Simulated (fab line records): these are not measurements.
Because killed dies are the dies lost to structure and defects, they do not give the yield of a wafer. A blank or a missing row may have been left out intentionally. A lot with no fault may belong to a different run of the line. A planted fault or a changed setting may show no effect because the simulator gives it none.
Which tool is to blame? -- flow gf180mcu -- 24 lots, 72 wafers sampled, at 6 steps of a route of 602

== WHAT THE GAUGES SHOWED, per wafer ==
GF_M3_RS_MEAS_05: measurement is done with a four-point probe. Usual: M3_ALCU_RS 0.0694 ohm/sq, standard deviation 0.00077.
lot,measured,on,M3_ALCU_RS (ohm/sq),flag
L074,day 21 10:46,film_metro-01,0.0699 0.0688 0.0692,
L075,day 21 22:03,film_metro-01,0.0692 0.0700 0.0694,
L076,day 22 00:19,film_metro-01,0.0703 0.0700 0.0696,
L077,day 22 15:21,film_metro-04,0.0706 0.0703 0.0703,
L078,day 23 03:16,film_metro-01,0.0688 0.0693 0.0683,
L079,day 23 09:47,film_metro-04,0.0681 0.0681 0.0689,
L080,day 23 10:57,film_metro-04,0.0702 0.0703 0.0702,
L081,day 24 02:56,film_metro-04,0.0685 0.0687 0.0696,
L082,day 24 03:08,film_metro-04,0.0698 0.0692 0.0693,
L083,day 24 16:02,film_metro-01,0.0706 0.0699 0.0700,
L084,day 24 20:57,film_metro-04,0.0688 0.0676 0.0692,
L085,day 25 05:25,film_metro-01,0.0697 0.0703 0.0701,
L086,day 25 07:28,film_metro-04,0.0699 0.0693 0.0695,
L087,day 25 16:07,film_metro-01,0.0692 0.0693 0.0688,
L088,day 25 21:14,film_metro-02,0.0683 0.0682 0.0680,
L089,day 26 07:34,film_metro-02,0.0695 0.0702 0.0701,
L090,day 26 13:30,film_metro-01,0.0698 0.0699 0.0694,
L091,day 26 21:53,film_metro-04,0.0679 0.0681 0.0677,
L092,day 27 02:38,film_metro-01,0.0679 0.0683 0.0681,
L093,day 27 05:38,film_metro-01,0.0699 0.0701 0.0693,
L094,day 27 14:59,film_metro-02,0.0699 0.0703 0.0697,
L095,day 27 21:18,film_metro-01,0.0694 0.0692 0.0698,
L096,day 28 04:27,film_metro-04,0.0689 0.0697 0.0697,
L097,day 28 14:44,film_metro-01,0.0693 0.0690 0.0687,

GF_M5_CD_MEAS_07: target cd 280 nm. Usual: cd_nm at 280.3 nm, with a standard deviation of 1.3.
lot,measured,on,cd_nm (nm),flag
L074,day 27 05:20,cd_sem-01,280.9 280.6 281.3,
L075,day 27 15:07,cd_sem-01,282.0 282.0 281.6,
L076,day 27 15:07,cd_sem-02,280.6 279.5 280.4,
L077,day 28 05:52,cd_sem-01,281.5 281.8 281.5,
L078,day 28 16:01,cd_sem-01,281.1 279.7 280.6,
L079,day 28 21:31,cd_sem-01,279.0 281.0 279.8,
L080,day 28 21:52,cd_sem-01,281.0 280.6 280.2,
L081,day 29 12:01,cd_sem-02,281.7 280.2 281.6,
L082,day 29 12:53,cd_sem-02,282.8 281.9 281.5,
L083,day 29 23:53,cd_sem-02,280.7 279.3 280.6,
L084,day 30 04:35,cd_sem-01,278.5 278.9 280.2,
L085,day 30 14:31,cd_sem-02,277.3 278.9 278.7,
L086,day 30 15:23,cd_sem-01,279.2 278.4 279.2,
L087,day 30 23:49,cd_sem-02,279.9 279.0 278.9,
L088,day 31 01:25,cd_sem-02,277.6 278.6 278.7,
L089,day 31 11:01,cd_sem-02,279.9 279.9 280.3,
L090,day 31 17:43,cd_sem-01,279.0 280.2 278.3,
L091,day 32 01:40,cd_sem-01,278.9 279.2 280.4,
L092,day 32 04:00,cd_sem-02,278.6 277.8 277.4,
L093,day 32 07:22,cd_sem-01,280.9 282.4 282.7,
L094,day 32 13:07,cd_sem-02,281.7 280.8 280.3,
L095,day 32 21:19,cd_sem-01,281.4 280.4 281.0,
L096,day 33 01:56,cd_sem-01,281.4 281.6 282.1,
L097,day 33 10:36,cd_sem-02,281.7 282.3 281.9,

GF_PASSIVATION_THK_MEAS_03. Usual: PASSIVATION_CVD_02_THK 699 nm, standard deviation 9.9.
lot,measured,on,PASSIVATION_CVD_02_THK (nm),flag
L074,day 29 02:13,film_metro-03,706 710 711,
L075,day 29 10:21,film_metro-04,700 701 696,
L076,day 29 11:14,film_metro-03,688 687 702,
L077,day 30 01:39,film_metro-01,704 688 718,
L078,day 30 12:20,film_metro-01,697 717 710,
L079,day 30 17:38,film_metro-01,703 698 707,
L080,day 30 17:41,film_metro-03,694 710 717,
L081,day 31 07:03,film_metro-03,684 689 697,
L082,day 31 08:02,film_metro-03,691 708 701,
L083,day 31 15:55,film_metro-04,681 693 695,
L084,day 31 22:13,film_metro-03,698 705 716,
L085,day 32 07:23,film_metro-04,696 694 710,
L086,day 32 08:11,film_metro-01,685 705 705,
L087,day 32 16:53,film_metro-04,687 694 700,
L088,day 32 17:43,film_metro-03,692 694 702,
L089,day 33 02:00,film_metro-04,679 672 690,
L090,day 33 08:25,film_metro-03,702 699 694,
L091,day 33 15:19,film_metro-03,692 690 700,
L092,day 33 17:50,film_metro-03,697 709 710,
L093,day 33 20:47,film_metro-03,691 694 712,
L094,day 34 01:40,film_metro-04,682 687 686,
L095,day 34 09:59,film_metro-03,709 693 708,
L096,day 34 14:10,film_metro-03,699 702 693,
L097,day 34 20:05,film_metro-04,707 703 708,

== EACH LOT AND THE TOOL THAT RAN IT (in order: tool; ch and the chambers of the sampled wafers; start) ==
lot,GF_M2_SPUTTER_02,GF_M3_SPUTTER_01,GF_V4_ETCH_16
L074,"pvd_sputter-01, day 19 06:07","pvd_sputter-04, day 21 10:37","rie_diel-01 ch 1,2, day 25 08:47"
L075,"pvd_sputter-04, day 19 15:36","pvd_sputter-01, day 21 19:46","rie_diel-02 ch 0,2,3, day 25 18:38"
L076,"pvd_sputter-01, day 19 19:28","pvd_sputter-01, day 22 00:11","rie_diel-04 ch 0,1,3, day 25 19:40"
L077,"pvd_sputter-02, day 20 11:26","pvd_sputter-01, day 22 15:14","rie_diel-02 ch 0,1,3, day 26 11:29"
L078,"pvd_sputter-04, day 21 00:13","pvd_sputter-03, day 23 03:08","rie_diel-01 ch 0,1,3, day 26 21:53"
L079,"pvd_sputter-01, day 21 07:46","pvd_sputter-03, day 23 09:37","rie_diel-02 ch 1,2,3, day 27 03:08"
L080,"pvd_sputter-02, day 21 08:13","pvd_sputter-03, day 23 10:50","rie_diel-01 ch 0,1,3, day 27 03:10"
L081,"pvd_sputter-04, day 22 00:34","pvd_sputter-01, day 24 02:49","rie_diel-02 ch 0,3, day 27 18:53"
L082,"pvd_sputter-02, day 22 00:55","pvd_sputter-03, day 24 03:00","rie_diel-01 ch 0,1, day 27 19:22"
L083,"pvd_sputter-04, day 22 14:31","pvd_sputter-01, day 24 15:54","rie_diel-04 ch 1,2, day 28 06:19"
L084,"pvd_sputter-01, day 22 21:20","pvd_sputter-01, day 24 20:49","rie_diel-04 ch 2,3, day 28 11:23"
L085,"pvd_sputter-02, day 23 07:30","pvd_sputter-01, day 25 05:17","rie_diel-04 ch 1,2,3, day 28 22:01"
L086,"pvd_sputter-02, day 23 09:57","pvd_sputter-01, day 25 07:20","rie_diel-01 ch 1,3, day 28 22:26"
L087,"pvd_sputter-01, day 23 18:07","pvd_sputter-01, day 25 15:59","rie_diel-02 ch 0,1,3, day 29 06:41"
L088,"pvd_sputter-02, day 24 00:52","pvd_sputter-03, day 25 21:07","rie_diel-01 ch 0,2,3, day 29 10:16"
L089,"pvd_sputter-01, day 24 12:14","pvd_sputter-01, day 26 07:26","rie_diel-01 ch 0,1,3, day 29 19:37"
L090,"pvd_sputter-01, day 24 16:37","pvd_sputter-01, day 26 13:20","rie_diel-04 ch 2,3, day 30 02:34"
L091,"pvd_sputter-02, day 25 00:34","pvd_sputter-03, day 26 21:46","rie_diel-01 ch 0,1,2, day 30 10:50"
L092,"pvd_sputter-01, day 25 05:01","pvd_sputter-03, day 27 02:28","rie_diel-04 ch 0,1,3, day 30 14:32"
L093,"pvd_sputter-02, day 25 08:50","pvd_sputter-01, day 27 05:31","rie_diel-01 ch 0,1, day 30 16:41"
L094,"pvd_sputter-02, day 25 18:02","pvd_sputter-01, day 27 14:52","rie_diel-04 ch 0,1,3, day 31 00:22"
L095,"pvd_sputter-01, day 26 00:54","pvd_sputter-03, day 27 21:11","rie_diel-01 ch 0,1,3, day 31 08:14"
L096,"pvd_sputter-02, day 26 08:22","pvd_sputter-04, day 28 04:19","rie_diel-02 ch 1,3, day 31 13:22"
L097,"pvd_sputter-02, day 26 18:21","pvd_sputter-03, day 28 14:34","rie_diel-01 ch 0,1,2, day 31 22:22"
- GF_M2_SPUTTER_02: material AlCu, target thk 450 nm, time 23.45 s.
- GF_M3_SPUTTER_01: material TiN, target thk 30 nm, time 25 s.
- GF_V4_ETCH_16: etches BARC in N2/H2.

== WHAT THE TOOLS THEMSELVES READ (means of the sampled wafers that have a number; where no wafer has one, the mark that the record gives instead) ==
GF_M2_SPUTTER_02. Usual: throttle_valve_pct at 29.9 %, with a standard deviation of 0.76.
lot,tool,throttle_valve_pct (%),flag
L074,pvd_sputter-01,29.7,
L075,pvd_sputter-04,29.5,
L076,pvd_sputter-01,30.5,
L077,pvd_sputter-02,29.7,
L078,pvd_sputter-04,29.0,
L079,pvd_sputter-01,29.8,
L080,pvd_sputter-02,30.3,
L081,pvd_sputter-04,29.0,
L082,pvd_sputter-02,30.2,
L083,pvd_sputter-04,29.1,
L084,pvd_sputter-01,30.3,
L085,pvd_sputter-02,30.0,
L086,pvd_sputter-02,30.1,
L087,pvd_sputter-01,30.1,
L088,pvd_sputter-02,30.1,
L089,pvd_sputter-01,30.9,
L090,pvd_sputter-01,29.9,
L091,pvd_sputter-02,30.1,
L092,pvd_sputter-01,29.9,
L093,pvd_sputter-02,30.0,
L094,pvd_sputter-02,29.9,
L095,pvd_sputter-01,30.6,
L096,pvd_sputter-02,30.1,
L097,pvd_sputter-02,30.2,

GF_M3_SPUTTER_01. Usual: throttle_valve_pct at 29.7 %, with a standard deviation of 1.1.
lot,tool,throttle_valve_pct (%),flag
L074,pvd_sputter-04,29.4,
L075,pvd_sputter-01,29.9,
L076,pvd_sputter-01,30.6,
L077,pvd_sputter-01,29.8,
L078,pvd_sputter-03,29.4,
L079,pvd_sputter-03,28.7,
L080,pvd_sputter-03,28.8,
L081,pvd_sputter-01,30.0,
L082,pvd_sputter-03,28.7,
L083,pvd_sputter-01,29.7,
L084,pvd_sputter-01,30.9,
L085,pvd_sputter-01,30.6,
L086,pvd_sputter-01,30.8,
L087,pvd_sputter-01,30.0,
L088,pvd_sputter-03,29.2,
L089,pvd_sputter-01,30.5,
L090,pvd_sputter-01,30.5,
L091,pvd_sputter-03,29.3,
L092,pvd_sputter-03,30.3,
L093,pvd_sputter-01,30.5,
L094,pvd_sputter-01,30.0,
L095,pvd_sputter-03,27.9,
L096,pvd_sputter-04,29.4,
L097,pvd_sputter-03,28.2,

GF_V4_ETCH_16. Usual: drypump_motor_current_A 6.0 A, standard deviation 0.43; n2_flow_sccm 99.98 sccm, standard deviation 0.27; oes_product_au 0.855 a.u., standard deviation 0.0046; throttle_valve_pct 13.224 %, standard deviation 0.01.
lot,tool,drypump_motor_current_A (A),n2_flow_sccm (sccm),oes_product_au (a.u.),throttle_valve_pct (%),flag
L074,rie_diel-01,6.3,100.17,0.858,13.228,
L075,rie_diel-02,5.7,100.18,0.852,13.225,
L076,rie_diel-04,5.6,99.53,0.859,13.233,
L077,rie_diel-02,5.8,99.95,0.853,13.217,
L078,rie_diel-01,6.1,100.10,0.855,13.217,
L079,rie_diel-02,5.8,100.03,0.854,13.216,
L080,rie_diel-01,6.1,99.95,0.861,13.218,
L081,rie_diel-02,5.6,100.02,0.856,13.222,
L082,rie_diel-01,5.8,100.04,0.856,13.226,
L083,rie_diel-04,6.0,99.90,0.857,13.231,
L084,rie_diel-04,5.9,100.06,0.853,13.217,
L085,rie_diel-04,5.9,100.07,0.852,13.219,
L086,rie_diel-01,6.5,99.83,0.851,13.225,
L087,rie_diel-02,5.8,100.02,0.853,13.215,
L088,rie_diel-01,6.2,99.77,0.857,13.222,
L089,rie_diel-01,6.1,99.83,0.851,13.227,
L090,rie_diel-04,6.0,100.23,0.858,13.215,
L091,rie_diel-01,6.0,100.02,0.854,13.222,
L092,rie_diel-04,5.6,99.80,0.852,13.232,
L093,rie_diel-01,5.9,100.23,0.853,13.224,
L094,rie_diel-04,5.6,100.31,0.852,13.227,
L095,rie_diel-01,6.1,99.84,0.849,13.222,
L096,rie_diel-02,6.0,99.85,0.854,13.233,
L097,rie_diel-01,6.0,100.01,0.853,13.227,

== THE ANSWER, worked out from the rows above alone ==
Rule: take the mean of a lot's wafers that have a number; if it is more than 3 standard deviations from the usual mean, the lot is off. A lot without any number at a reading at which 4 lots or more have one is off too. The other lots that the step has rows for count as sound. The gauges are gone through in route order, then the tools' own readings, and for those a lot's mean is taken as printed above. At the first step where some lot is off, the reading lying furthest off is the one used; lots without a number count as furthest.
No lot is off on any of the readings shown, so nothing can be concluded from this.

== WHAT THE SIMULATOR HAD INSERTED ==
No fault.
